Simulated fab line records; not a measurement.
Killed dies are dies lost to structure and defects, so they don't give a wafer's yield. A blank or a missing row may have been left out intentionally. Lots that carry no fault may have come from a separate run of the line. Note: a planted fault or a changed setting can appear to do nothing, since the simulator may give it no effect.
fab line records / flow sfq_line
record lots=14 wafers=40 last_day=83
route steps=325 shown M2@100 I2@114 M3@128 R5@214
lots that met no fault: taken from a fault-free run of the same line
start_h: hours from the record's first day to the start of the lot's first wafer shown / wait_h: hours elapsed since this lot's preceding step / " repeats the value in the row above / L1.1+2: one row covering several wafers at once / - no value, or no start was given / * or withheld: withheld / < > ~ a bound
route shown NAME@n: names a module that has steps shown in the file, with the first one's number in the route / usual: the fault-free wafers' mean and standard deviation / same: alike in all rows / chamber/n: place in a boat / sites: the reading at each site / _std_site: how widely they spread, as a standard deviation / _edge_site: outer sites' mean less inner sites' / radius_mm: for every site, how far away it sits from the centre of the wafer / mask NAME#n: copy n / behind: the last tool/chamber to shape the wafer / hold: the reason the lot was held/the length of the hold in hours/how it ended / device: names the non-switching transistor (n, p or np) / end of line: tests run on the same wafers once the route is complete / a step with no rows: only its recipe / killed: dies that structure and defects cost at the first sort, which is not the same as the wafer's yield / map: shows each die of a wafer: x if killed, . if not, _ if none is there
set.NAME: the setting that was run; set.NAME@STEP: the one run at that earlier step / model.NAME: the simulator's own value behind a step, which no gauge read
one table for each step of the route and one row for each wafer, over a sample of lots
services: when a tool's chamber went out of use (start_h, in hours from the record's first day, below 0 if earlier), for how many hours, and the reason
## steps
# step SFQ_TRILAYER_M2_ETCH_METAL_ETCH_060
# recipe target=Nb stop_on=SiO2 mask_material=PR chemistry=Cl2/Ar target_depth_nm=240 icp_w=600 bias_w=80 pressure_mtorr=10 time_s=120
# usual drypump_motor_current_A=5.31/0.2 oes_product_au=0.895/0.007 run_length_s=148.2/0.73
lot.wafer=L553.3 tool=rie_metal-02 chamber=1 start_h=464.28 wait_h=0.1 drypump_motor_current_A=5.26 oes_product_au=0.899 rf_hours_counter_h=- run_length_s=151.5
lot.wafer=L553.4 tool=rie_metal-02 chamber=0 start_h=464.28 wait_h=0.1 drypump_motor_current_A=5.29 oes_product_au=0.907 rf_hours_counter_h=- run_length_s=151.4
lot.wafer=L553.6 tool=rie_metal-02 chamber=1 start_h=464.28 wait_h=0.1 drypump_motor_current_A=5.25 oes_product_au=0.903 rf_hours_counter_h=- run_length_s=151.1
lot.wafer=L554.3 tool=rie_metal-04 chamber=0 start_h=471.00 wait_h=0.1 drypump_motor_current_A=5.04 oes_product_au=0.891 rf_hours_counter_h=- run_length_s=147.7
lot.wafer=L554.4 tool=rie_metal-04 chamber=1 start_h=471.00 wait_h=0.1 drypump_motor_current_A=5.45 oes_product_au=0.898 rf_hours_counter_h=- run_length_s=148.2
lot.wafer=L554.5 tool=rie_metal-04 chamber=0 start_h=471.00 wait_h=0.1 drypump_motor_current_A=5.06 oes_product_au=0.889 rf_hours_counter_h=- run_length_s=147.8
lot.wafer=L555.1 tool=rie_metal-02 chamber=1 start_h=484.11 wait_h=0.0 drypump_motor_current_A=5.26 oes_product_au=0.892 rf_hours_counter_h=157 run_length_s=148.0
lot.wafer=L555.3 tool=rie_metal-02 chamber=1 start_h=484.11 wait_h=0.0 drypump_motor_current_A=5.24 oes_product_au=0.895 rf_hours_counter_h=- run_length_s=148.6
lot.wafer=L555.4 tool=rie_metal-02 chamber=0 start_h=484.11 wait_h=0.0 drypump_motor_current_A=5.28 oes_product_au=0.889 rf_hours_counter_h=- run_length_s=148.8
lot.wafer=L557.1 tool=rie_metal-04 chamber=0 start_h=497.31 wait_h=0.0 drypump_motor_current_A=5.03 oes_product_au=0.893 rf_hours_counter_h=174 run_length_s=148.5
lot.wafer=L557.2 tool=rie_metal-04 chamber=1 start_h=497.31 wait_h=0.0 drypump_motor_current_A=5.46 oes_product_au=0.895 rf_hours_counter_h=13 run_length_s=148.5
lot.wafer=L557.5 tool=rie_metal-04 chamber=1 start_h=497.31 wait_h=0.0 drypump_motor_current_A=5.45 oes_product_au=0.887 rf_hours_counter_h=- run_length_s=148.4
lot.wafer=L558.2 tool=rie_metal-02 chamber=0 start_h=510.31 wait_h=0.0 drypump_motor_current_A=5.27 oes_product_au=0.904 rf_hours_counter_h=111 run_length_s=148.7
lot.wafer=L558.3 tool=rie_metal-02 chamber=0 start_h=510.31 wait_h=0.0 drypump_motor_current_A=5.29 oes_product_au=0.888 rf_hours_counter_h=- run_length_s=148.6
lot.wafer=L558.4 tool=rie_metal-02 chamber=1 start_h=510.31 wait_h=0.0 drypump_motor_current_A=5.31 oes_product_au=0.898 rf_hours_counter_h=- run_length_s=148.0
lot.wafer=L559.4 tool=rie_metal-01 chamber=1 start_h=522.35 wait_h=0.1 drypump_motor_current_A=5.61 oes_product_au=0.894 rf_hours_counter_h=- run_length_s=147.5
lot.wafer=L559.5 tool=rie_metal-01 chamber=0 start_h=522.35 wait_h=0.1 drypump_motor_current_A=5.23 oes_product_au=0.892 rf_hours_counter_h=- run_length_s=147.9
lot.wafer=L559.6 tool=rie_metal-01 chamber=1 start_h=522.35 wait_h=0.1 drypump_motor_current_A=5.61 oes_product_au=0.886 rf_hours_counter_h=- run_length_s=147.5
lot.wafer=L560.1 tool=rie_metal-04 chamber=0 start_h=528.31 wait_h=0.0 drypump_motor_current_A=5.02 oes_product_au=0.892 rf_hours_counter_h=180 run_length_s=148.1
lot.wafer=L560.2 tool=rie_metal-04 chamber=1 start_h=528.31 wait_h=0.0 drypump_motor_current_A=5.45 oes_product_au=0.895 rf_hours_counter_h=19 run_length_s=148.3
lot.wafer=L560.4 tool=rie_metal-04 chamber=0 start_h=528.31 wait_h=0.0 drypump_motor_current_A=5.04 oes_product_au=0.886 rf_hours_counter_h=- run_length_s=147.9
lot.wafer=L561.1 tool=rie_metal-04 chamber=1 start_h=545.16 wait_h=0.0 drypump_motor_current_A=5.46 oes_product_au=0.885 rf_hours_counter_h=22 run_length_s=148.9
lot.wafer=L561.2 tool=rie_metal-04 chamber=0 start_h=545.16 wait_h=0.0 drypump_motor_current_A=5.04 oes_product_au=0.894 rf_hours_counter_h=182 run_length_s=148.3
lot.wafer=L561.6 tool=rie_metal-04 chamber=1 start_h=545.16 wait_h=0.0 drypump_motor_current_A=5.46 oes_product_au=0.898 rf_hours_counter_h=- run_length_s=148.2
lot.wafer=L562.3 tool=rie_metal-01 chamber=1 start_h=553.55 wait_h=0.1 drypump_motor_current_A=5.63 oes_product_au=0.907 rf_hours_counter_h=- run_length_s=147.5
lot.wafer=L562.4 tool=rie_metal-01 chamber=0 start_h=553.55 wait_h=0.1 drypump_motor_current_A=5.21 oes_product_au=0.895 rf_hours_counter_h=- run_length_s=148.2
lot.wafer=L562.5 tool=rie_metal-01 chamber=1 start_h=553.55 wait_h=0.1 drypump_motor_current_A=5.62 oes_product_au=0.906 rf_hours_counter_h=- run_length_s=148.0
lot.wafer=L563.2 tool=rie_metal-04 chamber=0 start_h=565.51 wait_h=0.0 drypump_motor_current_A=5.05 oes_product_au=0.894 rf_hours_counter_h=0 run_length_s=147.8
lot.wafer=L563.3 tool=rie_metal-04 chamber=1 start_h=565.51 wait_h=0.0 drypump_motor_current_A=5.46 oes_product_au=0.892 rf_hours_counter_h=- run_length_s=148.5
lot.wafer=L563.5 tool=rie_metal-04 chamber=0 start_h=565.51 wait_h=0.0 drypump_motor_current_A=5.06 oes_product_au=0.897 rf_hours_counter_h=- run_length_s=147.8
lot.wafer=L566.1 tool=rie_metal-02 chamber=0 start_h=578.77 wait_h=0.1 drypump_motor_current_A=5.27 oes_product_au=0.899 rf_hours_counter_h=124 run_length_s=148.5
lot.wafer=L566.4 tool=rie_metal-02 chamber=0 start_h=578.77 wait_h=0.1 drypump_motor_current_A=5.27 oes_product_au=0.898 rf_hours_counter_h=- run_length_s=148.4
lot.wafer=L566.6 tool=rie_metal-02 chamber=0 start_h=578.77 wait_h=0.1 drypump_motor_current_A=5.27 oes_product_au=0.898 rf_hours_counter_h=- run_length_s=148.3
lot.wafer=L573.2 tool=rie_metal-04 chamber=1 start_h=645.89 wait_h=0.0 drypump_motor_current_A=5.45 oes_product_au=0.903 rf_hours_counter_h=43 run_length_s=148.3
lot.wafer=L573.4 tool=rie_metal-04 chamber=1 start_h=645.89 wait_h=0.0 drypump_motor_current_A=5.46 oes_product_au=0.896 rf_hours_counter_h=- run_length_s=148.6
lot.wafer=L574.1 tool=rie_metal-01 chamber=1 start_h=793.82 wait_h=0.0 drypump_motor_current_A=5.62 oes_product_au=0.902 rf_hours_counter_h=147 run_length_s=147.6
lot.wafer=L574.2 tool=rie_metal-01 chamber=0 start_h=793.82 wait_h=0.0 drypump_motor_current_A=5.17 oes_product_au=0.892 rf_hours_counter_h=5 run_length_s=147.8
lot.wafer=L575.1 tool=rie_metal-01 chamber=1 start_h=803.32 wait_h=0.0 drypump_motor_current_A=5.64 oes_product_au=0.898 rf_hours_counter_h=149 run_length_s=147.6
lot.wafer=L575.3 tool=rie_metal-01 chamber=1 start_h=803.32 wait_h=0.0 drypump_motor_current_A=5.61 oes_product_au=0.895 rf_hours_counter_h=- run_length_s=147.8
lot.wafer=L575.5 tool=rie_metal-01 chamber=1 start_h=803.32 wait_h=0.0 drypump_motor_current_A=5.65 oes_product_au=0.900 rf_hours_counter_h=- run_length_s=147.7
# step SFQ_TRILAYER_I2_VIA_BARC_OPEN_VIA_ETCH_096
# recipe mask_material=PR chemistry=O2 target_depth_nm=125 target=BARC source_w=500 bias_w=80 pressure_mtorr=30 time_s=41.7
# usual drypump_motor_current_A=5.9/0.31 oes_product_au=0.685/0.0048 run_length_s=70.1/0.4
lot.wafer=L553.3 tool=rie_diel-02 chamber=3 start_h=624.43 wait_h=0.0 drypump_motor_current_A=6.5 oes_product_au=0.685 rf_hours_counter_h=3 run_length_s=69.3
lot.wafer=L553.4 tool=rie_diel-02 chamber=2 start_h=624.43 wait_h=0.0 drypump_motor_current_A=5.3 oes_product_au=0.679 rf_hours_counter_h=45 run_length_s=70.8
lot.wafer=L553.6 tool=rie_diel-02 chamber=2 start_h=624.43 wait_h=0.0 drypump_motor_current_A=5.3 oes_product_au=0.673 rf_hours_counter_h=- run_length_s=70.4
lot.wafer=L554.3 tool=rie_diel-04 chamber=1 start_h=631.63 wait_h=0.0 drypump_motor_current_A=6.1 oes_product_au=0.676 rf_hours_counter_h=71 run_length_s=69.6
lot.wafer=L554.4 tool=rie_diel-04 chamber=1 start_h=631.63 wait_h=0.0 drypump_motor_current_A=6.1 oes_product_au=0.685 rf_hours_counter_h=- run_length_s=69.6
lot.wafer=L554.5 tool=rie_diel-04 chamber=3 start_h=631.63 wait_h=0.0 drypump_motor_current_A=5.9 oes_product_au=0.686 rf_hours_counter_h=- run_length_s=69.7
lot.wafer=L555.1 tool=rie_diel-02 chamber=1 start_h=643.63 wait_h=0.0 drypump_motor_current_A=6.0 oes_product_au=0.687 rf_hours_counter_h=9 run_length_s=70.9
lot.wafer=L555.3 tool=rie_diel-02 chamber=3 start_h=643.63 wait_h=0.0 drypump_motor_current_A=6.5 oes_product_au=0.682 rf_hours_counter_h=3 run_length_s=69.3
lot.wafer=L555.4 tool=rie_diel-02 chamber=2 start_h=643.63 wait_h=0.0 drypump_motor_current_A=5.3 oes_product_au=0.689 rf_hours_counter_h=45 run_length_s=70.2
lot.wafer=L557.1 tool=rie_diel-04 chamber=0 start_h=659.05 wait_h=0.0 drypump_motor_current_A=5.5 oes_product_au=0.690 rf_hours_counter_h=58 run_length_s=69.9
lot.wafer=L557.2 tool=rie_diel-04 chamber=3 start_h=659.05 wait_h=0.0 drypump_motor_current_A=5.9 oes_product_au=0.682 rf_hours_counter_h=13 run_length_s=69.7
lot.wafer=L557.5 tool=rie_diel-04 chamber=0 start_h=659.05 wait_h=0.0 drypump_motor_current_A=5.5 oes_product_au=0.682 rf_hours_counter_h=- run_length_s=69.7
lot.wafer=L558.2 tool=rie_diel-03 chamber=1 start_h=674.78 wait_h=0.0 drypump_motor_current_A=5.6 oes_product_au=0.682 rf_hours_counter_h=15 run_length_s=69.9
lot.wafer=L558.3 tool=rie_diel-03 chamber=2 start_h=674.78 wait_h=0.0 drypump_motor_current_A=6.2 oes_product_au=0.684 rf_hours_counter_h=7 run_length_s=70.7
lot.wafer=L558.4 tool=rie_diel-03 chamber=0 start_h=674.78 wait_h=0.0 drypump_motor_current_A=6.0 oes_product_au=0.683 rf_hours_counter_h=- run_length_s=70.1
lot.wafer=L559.4 tool=rie_diel-02 chamber=3 start_h=686.78 wait_h=0.0 drypump_motor_current_A=6.5 oes_product_au=0.685 rf_hours_counter_h=4 run_length_s=69.3
lot.wafer=L559.5 tool=rie_diel-02 chamber=3 start_h=686.78 wait_h=0.0 drypump_motor_current_A=6.5 oes_product_au=0.693 rf_hours_counter_h=- run_length_s=69.7
lot.wafer=L559.6 tool=rie_diel-02 chamber=0 start_h=686.78 wait_h=0.0 drypump_motor_current_A=5.6 oes_product_au=0.689 rf_hours_counter_h=- run_length_s=69.7
lot.wafer=L560.1 tool=rie_diel-03 chamber=0 start_h=695.18 wait_h=0.0 drypump_motor_current_A=5.9 oes_product_au=0.670 rf_hours_counter_h=60 run_length_s=70.3
lot.wafer=L560.2 tool=rie_diel-03 chamber=1 start_h=695.18 wait_h=0.0 drypump_motor_current_A=5.6 oes_product_au=0.683 rf_hours_counter_h=15 run_length_s=69.7
lot.wafer=L560.4 tool=rie_diel-03 chamber=2 start_h=695.18 wait_h=0.0 drypump_motor_current_A=6.2 oes_product_au=0.692 rf_hours_counter_h=7 run_length_s=70.8
lot.wafer=L561.1 tool=rie_diel-04 chamber=0 start_h=711.51 wait_h=0.0 drypump_motor_current_A=5.5 oes_product_au=0.682 rf_hours_counter_h=59 run_length_s=69.8
lot.wafer=L561.2 tool=rie_diel-04 chamber=3 start_h=711.51 wait_h=0.0 drypump_motor_current_A=5.9 oes_product_au=0.689 rf_hours_counter_h=14 run_length_s=69.6
lot.wafer=L561.6 tool=rie_diel-04 chamber=0 start_h=711.51 wait_h=0.0 drypump_motor_current_A=5.5 oes_product_au=0.684 rf_hours_counter_h=- run_length_s=69.9
lot.wafer=L562.3 tool=rie_diel-03 chamber=3 start_h=717.51 wait_h=0.0 drypump_motor_current_A=6.1 oes_product_au=0.684 rf_hours_counter_h=0 run_length_s=70.6
lot.wafer=L562.4 tool=rie_diel-03 chamber=3 start_h=717.51 wait_h=0.0 drypump_motor_current_A=6.1 oes_product_au=0.679 rf_hours_counter_h=- run_length_s=70.4
lot.wafer=L562.5 tool=rie_diel-03 chamber=1 start_h=717.51 wait_h=0.0 drypump_motor_current_A=5.6 oes_product_au=0.690 rf_hours_counter_h=- run_length_s=70.2
lot.wafer=L563.2 tool=rie_diel-03 chamber=3 start_h=734.31 wait_h=0.0 drypump_motor_current_A=6.1 oes_product_au=0.682 rf_hours_counter_h=1 run_length_s=70.7
lot.wafer=L563.3 tool=rie_diel-03 chamber=1 start_h=734.31 wait_h=0.0 drypump_motor_current_A=5.6 oes_product_au=0.689 rf_hours_counter_h=16 run_length_s=69.8
lot.wafer=L563.5 tool=rie_diel-03 chamber=1 start_h=734.31 wait_h=0.0 drypump_motor_current_A=5.6 oes_product_au=0.680 rf_hours_counter_h=- run_length_s=70.2
lot.wafer=L566.1 tool=rie_diel-03 chamber=1 start_h=751.23 wait_h=0.0 drypump_motor_current_A=5.6 oes_product_au=0.680 rf_hours_counter_h=16 run_length_s=69.8
lot.wafer=L566.4 tool=rie_diel-03 chamber=3 start_h=751.23 wait_h=0.0 drypump_motor_current_A=6.1 oes_product_au=0.682 rf_hours_counter_h=1 run_length_s=70.7
lot.wafer=L566.6 tool=rie_diel-03 chamber=3 start_h=751.23 wait_h=0.0 drypump_motor_current_A=6.1 oes_product_au=0.682 rf_hours_counter_h=- run_length_s=70.3
lot.wafer=L573.2 tool=rie_diel-03 chamber=0 start_h=810.46 wait_h=0.0 drypump_motor_current_A=6.0 oes_product_au=0.665 rf_hours_counter_h=1 run_length_s=71.9
lot.wafer=L573.4 tool=rie_diel-03 chamber=3 start_h=810.46 wait_h=0.0 drypump_motor_current_A=6.1 oes_product_au=0.673 rf_hours_counter_h=2 run_length_s=72.2
lot.wafer=L574.1 tool=rie_diel-03 chamber=1 start_h=814.63 wait_h=0.0 drypump_motor_current_A=5.6 oes_product_au=0.664 rf_hours_counter_h=17 run_length_s=71.4
lot.wafer=L574.2 tool=rie_diel-03 chamber=0 start_h=814.63 wait_h=0.0 drypump_motor_current_A=5.9 oes_product_au=0.670 rf_hours_counter_h=1 run_length_s=71.8
lot.wafer=L575.1 tool=rie_diel-04 chamber=3 start_h=815.83 wait_h=0.0 drypump_motor_current_A=5.9 oes_product_au=0.674 rf_hours_counter_h=16 run_length_s=70.2
lot.wafer=L575.3 tool=rie_diel-04 chamber=0 start_h=815.83 wait_h=0.0 drypump_motor_current_A=5.5 oes_product_au=0.683 rf_hours_counter_h=1 run_length_s=69.9
lot.wafer=L575.5 tool=rie_diel-04 chamber=3 start_h=815.83 wait_h=0.0 drypump_motor_current_A=5.9 oes_product_au=0.687 rf_hours_counter_h=- run_length_s=69.5
# step SFQ_M3_OVL_MEAS_921
# usual M3_OVL=-1/5.8
lot.wafer=L553.3 tool=overlay-02 chamber=- start_h=628.10 wait_h=0.1 M3_OVL[nm]=6
lot.wafer=L553.4 tool=overlay-02 chamber=- start_h=628.10 wait_h=0.1 M3_OVL[nm]=5
lot.wafer=L553.6 tool=overlay-02 chamber=- start_h=628.10 wait_h=0.1 M3_OVL[nm]=3
lot.wafer=L554.3 tool=overlay-01 chamber=- start_h=636.81 wait_h=0.1 M3_OVL[nm]=-1
lot.wafer=L554.4 tool=overlay-01 chamber=- start_h=636.81 wait_h=0.1 M3_OVL[nm]=-7
lot.wafer=L554.5 tool=overlay-01 chamber=- start_h=636.81 wait_h=0.1 M3_OVL[nm]=-4
lot.wafer=L555.1 tool=overlay-02 chamber=- start_h=786.00 wait_h=0.1 M3_OVL[nm]=0
lot.wafer=L555.3 tool=overlay-02 chamber=- start_h=786.00 wait_h=0.1 M3_OVL[nm]=6
lot.wafer=L555.4 tool=overlay-02 chamber=- start_h=786.00 wait_h=0.1 M3_OVL[nm]=0
lot.wafer=L557.1 tool=overlay-02 chamber=- start_h=804.42 wait_h=0.1 M3_OVL[nm]=8
lot.wafer=L557.2 tool=overlay-02 chamber=- start_h=804.42 wait_h=0.1 M3_OVL[nm]=7
lot.wafer=L557.5 tool=overlay-02 chamber=- start_h=804.42 wait_h=0.1 M3_OVL[nm]=1
lot.wafer=L558.2 tool=overlay-01 chamber=- start_h=824.31 wait_h=0.1 M3_OVL[nm]=8
lot.wafer=L558.3 tool=overlay-01 chamber=- start_h=824.31 wait_h=0.1 M3_OVL[nm]=6
lot.wafer=L558.4 tool=overlay-01 chamber=- start_h=824.31 wait_h=0.1 M3_OVL[nm]=9
lot.wafer=L559.4 tool=overlay-02 chamber=- start_h=836.24 wait_h=0.1 M3_OVL[nm]=-1
lot.wafer=L559.5 tool=overlay-02 chamber=- start_h=836.24 wait_h=0.1 M3_OVL[nm]=-7
lot.wafer=L559.6 tool=overlay-02 chamber=- start_h=836.24 wait_h=0.1 M3_OVL[nm]=-1
lot.wafer=L560.1 tool=overlay-01 chamber=- start_h=847.14 wait_h=0.1 M3_OVL[nm]=-9
lot.wafer=L560.2 tool=overlay-01 chamber=- start_h=847.14 wait_h=0.1 M3_OVL[nm]=-1
lot.wafer=L560.4 tool=overlay-01 chamber=- start_h=847.14 wait_h=0.1 M3_OVL[nm]=-7
lot.wafer=L561.1 tool=overlay-01 chamber=- start_h=865.14 wait_h=0.1 M3_OVL[nm]=8
lot.wafer=L561.2 tool=overlay-01 chamber=- start_h=865.14 wait_h=0.1 M3_OVL[nm]=5
lot.wafer=L561.6 tool=overlay-01 chamber=- start_h=865.14 wait_h=0.1 M3_OVL[nm]=3
lot.wafer=L562.3 tool=overlay-01 chamber=- start_h=871.16 wait_h=0.1 M3_OVL[nm]=-13
lot.wafer=L562.4 tool=overlay-01 chamber=- start_h=871.16 wait_h=0.1 M3_OVL[nm]=-12
lot.wafer=L562.5 tool=overlay-01 chamber=- start_h=871.16 wait_h=0.1 M3_OVL[nm]=-9
lot.wafer=L563.2 tool=overlay-02 chamber=- start_h=886.75 wait_h=0.1 M3_OVL[nm]=-3
lot.wafer=L563.3 tool=overlay-02 chamber=- start_h=886.75 wait_h=0.1 M3_OVL[nm]=1
lot.wafer=L563.5 tool=overlay-02 chamber=- start_h=886.75 wait_h=0.1 M3_OVL[nm]=3
lot.wafer=L566.1 tool=overlay-01 chamber=- start_h=904.74 wait_h=0.1 M3_OVL[nm]=7
lot.wafer=L566.4 tool=overlay-01 chamber=- start_h=904.74 wait_h=0.1 M3_OVL[nm]=4
lot.wafer=L566.6 tool=overlay-01 chamber=- start_h=904.74 wait_h=0.1 M3_OVL[nm]=2
lot.wafer=L573.2 tool=overlay-02 chamber=- start_h=960.05 wait_h=0.1 M3_OVL[nm]=-6
lot.wafer=L573.4 tool=overlay-02 chamber=- start_h=960.05 wait_h=0.1 M3_OVL[nm]=-3
lot.wafer=L574.1 tool=overlay-02 chamber=- start_h=963.65 wait_h=0.1 M3_OVL[nm]=0
lot.wafer=L574.2 tool=overlay-02 chamber=- start_h=963.65 wait_h=0.1 M3_OVL[nm]=-2
lot.wafer=L575.1 tool=overlay-02 chamber=- start_h=966.05 wait_h=0.1 M3_OVL[nm]=-4
lot.wafer=L575.3 tool=overlay-02 chamber=- start_h=966.05 wait_h=0.1 M3_OVL[nm]=-7
lot.wafer=L575.5 tool=overlay-02 chamber=- start_h=966.05 wait_h=0.1 M3_OVL[nm]=-7
# step SFQ_TRILAYER_R5_DEP_SPUTTER_134
# recipe material=Ti base_pressure_pa=1.33e-06 target_thk_nm=5 power_w=2000 time_s=5 chamber_pressure_pa=0.4
# usual throttle_valve_pct=29.8/0.98
lot.wafer=L553.3 tool=pvd_sputter-06 chamber=- start_h=1245.60 wait_h=0.0 throttle_valve_pct=28.4
lot.wafer=L553.4 tool=pvd_sputter-06 chamber=- start_h=1245.60 wait_h=0.0 throttle_valve_pct=30.4
lot.wafer=L553.6 tool=pvd_sputter-06 chamber=- start_h=1245.60 wait_h=0.0 throttle_valve_pct=30.5
lot.wafer=L554.3 tool=pvd_sputter-05 chamber=- start_h=1245.65 wait_h=0.0 throttle_valve_pct=29.7
lot.wafer=L554.4 tool=pvd_sputter-05 chamber=- start_h=1245.65 wait_h=0.0 throttle_valve_pct=30.2
lot.wafer=L554.5 tool=pvd_sputter-05 chamber=- start_h=1245.65 wait_h=0.0 throttle_valve_pct=30.4
lot.wafer=L555.1 tool=pvd_sputter-04 chamber=- start_h=1248.65 wait_h=0.0 throttle_valve_pct=30.9
lot.wafer=L555.3 tool=pvd_sputter-04 chamber=- start_h=1248.65 wait_h=0.0 throttle_valve_pct=28.2
lot.wafer=L555.4 tool=pvd_sputter-04 chamber=- start_h=1248.65 wait_h=0.0 throttle_valve_pct=30.9
lot.wafer=L557.1 tool=pvd_sputter-06 chamber=- start_h=1269.78 wait_h=0.0 throttle_valve_pct=30.6
lot.wafer=L557.2 tool=pvd_sputter-06 chamber=- start_h=1269.78 wait_h=0.0 throttle_valve_pct=28.1
lot.wafer=L557.5 tool=pvd_sputter-06 chamber=- start_h=1269.78 wait_h=0.0 throttle_valve_pct=28.3
lot.wafer=L558.2 tool=pvd_sputter-04 chamber=- start_h=1284.14 wait_h=0.0 throttle_valve_pct=28.3
lot.wafer=L558.3 tool=pvd_sputter-04 chamber=- start_h=1284.14 wait_h=0.0 throttle_valve_pct=30.9
lot.wafer=L558.4 tool=pvd_sputter-04 chamber=- start_h=1284.14 wait_h=0.0 throttle_valve_pct=30.9
lot.wafer=L559.4 tool=pvd_sputter-05 chamber=- start_h=1299.73 wait_h=0.0 throttle_valve_pct=29.8
lot.wafer=L559.5 tool=pvd_sputter-05 chamber=- start_h=1299.73 wait_h=0.0 throttle_valve_pct=30.4
lot.wafer=L559.6 tool=pvd_sputter-05 chamber=- start_h=1299.73 wait_h=0.0 throttle_valve_pct=29.8
lot.wafer=L560.1 tool=pvd_sputter-06 chamber=- start_h=1306.30 wait_h=0.0 throttle_valve_pct=29.0
lot.wafer=L560.2 tool=pvd_sputter-06 chamber=- start_h=1306.30 wait_h=0.0 throttle_valve_pct=30.6
lot.wafer=L560.4 tool=pvd_sputter-06 chamber=- start_h=1306.30 wait_h=0.0 throttle_valve_pct=30.4
lot.wafer=L561.1 tool=pvd_sputter-04 chamber=- start_h=1336.30 wait_h=0.0 throttle_valve_pct=28.3
lot.wafer=L561.2 tool=pvd_sputter-04 chamber=- start_h=1336.30 wait_h=0.0 throttle_valve_pct=30.9
lot.wafer=L561.6 tool=pvd_sputter-04 chamber=- start_h=1336.30 wait_h=0.0 throttle_valve_pct=28.3
lot.wafer=L562.3 tool=pvd_sputter-05 chamber=- start_h=1336.84 wait_h=0.0 throttle_valve_pct=30.3
lot.wafer=L562.4 tool=pvd_sputter-05 chamber=- start_h=1336.84 wait_h=0.0 throttle_valve_pct=28.3
lot.wafer=L562.5 tool=pvd_sputter-05 chamber=- start_h=1336.84 wait_h=0.0 throttle_valve_pct=28.4
lot.wafer=L563.2 tool=pvd_sputter-05 chamber=- start_h=1354.84 wait_h=0.0 throttle_valve_pct=29.8
lot.wafer=L563.3 tool=pvd_sputter-05 chamber=- start_h=1354.84 wait_h=0.0 throttle_valve_pct=30.3
lot.wafer=L563.5 tool=pvd_sputter-05 chamber=- start_h=1354.84 wait_h=0.0 throttle_valve_pct=29.6
lot.wafer=L566.1 tool=pvd_sputter-05 chamber=- start_h=1379.14 wait_h=0.0 throttle_valve_pct=29.7
lot.wafer=L566.4 tool=pvd_sputter-05 chamber=- start_h=1379.14 wait_h=0.0 throttle_valve_pct=30.2
lot.wafer=L566.6 tool=pvd_sputter-05 chamber=- start_h=1379.14 wait_h=0.0 throttle_valve_pct=30.2
lot.wafer=L573.2 tool=pvd_sputter-04 chamber=- start_h=1411.54 wait_h=0.0 throttle_valve_pct=30.9
lot.wafer=L573.4 tool=pvd_sputter-04 chamber=- start_h=1411.54 wait_h=0.0 throttle_valve_pct=30.9
lot.wafer=L574.1 tool=pvd_sputter-06 chamber=- start_h=1412.14 wait_h=0.0 throttle_valve_pct=30.4
lot.wafer=L574.2 tool=pvd_sputter-06 chamber=- start_h=1412.14 wait_h=0.0 throttle_valve_pct=28.9
lot.wafer=L575.1 tool=pvd_sputter-04 chamber=- start_h=1414.54 wait_h=0.0 throttle_valve_pct=28.4
lot.wafer=L575.3 tool=pvd_sputter-04 chamber=- start_h=1414.54 wait_h=0.0 throttle_valve_pct=31.1
lot.wafer=L575.5 tool=pvd_sputter-04 chamber=- start_h=1414.54 wait_h=0.0 throttle_valve_pct=30.8
## services
tool=rie_diel-03 chamber=0 start_h=442.98 hours=7.7 kind=repair
tool=rie_metal-04 chamber=1 start_h=461.52 hours=3.9 kind=repair
tool=rie_diel-03 chamber=1 start_h=590.98 hours=8.8 kind=repair
tool=pvd_sputter-05 chamber=- start_h=595.55 hours=9.3 kind=repair
tool=pvd_sputter-05 chamber=- start_h=603.01 hours=3.8 kind=repair
tool=pvd_sputter-05 chamber=- start_h=643.02 hours=8.1 kind=repair
tool=pvd_sputter-05 chamber=- start_h=661.70 hours=4.9 kind=repair
tool=rie_diel-03 chamber=- start_h=774.59 hours=0.4 kind=repair
tool=rie_diel-03 chamber=0 start_h=796.99 hours=2.9 kind=repair
tool=pvd_sputter-05 chamber=- start_h=799.41 hours=0.6 kind=repair
tool=rie_metal-04 chamber=- start_h=810.85 hours=1.4 kind=pm
tool=rie_metal-04 chamber=- start_h=816.94 hours=14.6 kind=pm
tool=rie_diel-03 chamber=0 start_h=905.12 hours=4.2 kind=repair
tool=rie_diel-03 chamber=- start_h=911.32 hours=2.1 kind=repair
tool=rie_diel-03 chamber=3 start_h=955.55 hours=6.5 kind=repair
tool=rie_metal-04 chamber=- start_h=1063.70 hours=2.8 kind=pm
tool=rie_diel-03 chamber=2 start_h=1066.05 hours=23.4 kind=repair
tool=rie_diel-03 chamber=3 start_h=1229.05 hours=4.3 kind=repair
tool=rie_diel-03 chamber=2 start_h=1272.09 hours=2.1 kind=repair
tool=rie_diel-03 chamber=- start_h=1291.62 hours=2.8 kind=pm
tool=rie_diel-03 chamber=3 start_h=1295.52 hours=8.4 kind=repair
tool=rie_diel-03 chamber=2 start_h=1302.08 hours=1.6 kind=repair
tool=rie_diel-03 chamber=1 start_h=1336.69 hours=3.8 kind=repair
tool=rie_diel-03 chamber=3 start_h=1379.90 hours=5.3 kind=repair
## key
first_sign step=SFQ_TRILAYER_I2_VIA_BARC_OPEN_VIA_ETCH_096 reading=run_length_s direction=up sigmas=4.3 usual=* struck=*
effect step=SFQ_TRILAYER_I2_VIA_BARC_OPEN_VIA_ETCH_096 reading=oes_product_au direction=down sigmas=3.5 usual=0.685 struck=0.668
met_at SFQ_TRILAYER_I2_VIA_BARC_OPEN_VIA_ETCH_096
struck_lots L573,L574
not_acting_at SFQ_TRILAYER_M2_ETCH_METAL_ETCH_060,SFQ_M3_OVL_MEAS_921,SFQ_TRILAYER_R5_DEP_SPUTTER_134
onset_between 751.23 810.46
fault kind=process_parameter_drift tool=rie_diel-03 chamber=- onset_h=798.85 steps=SFQ_TRILAYER_I2_VIA_BARC_OPEN_VIA_ETCH_096 channel=time_s offset=* shape=step end_h=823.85 acts_in=* stated=*
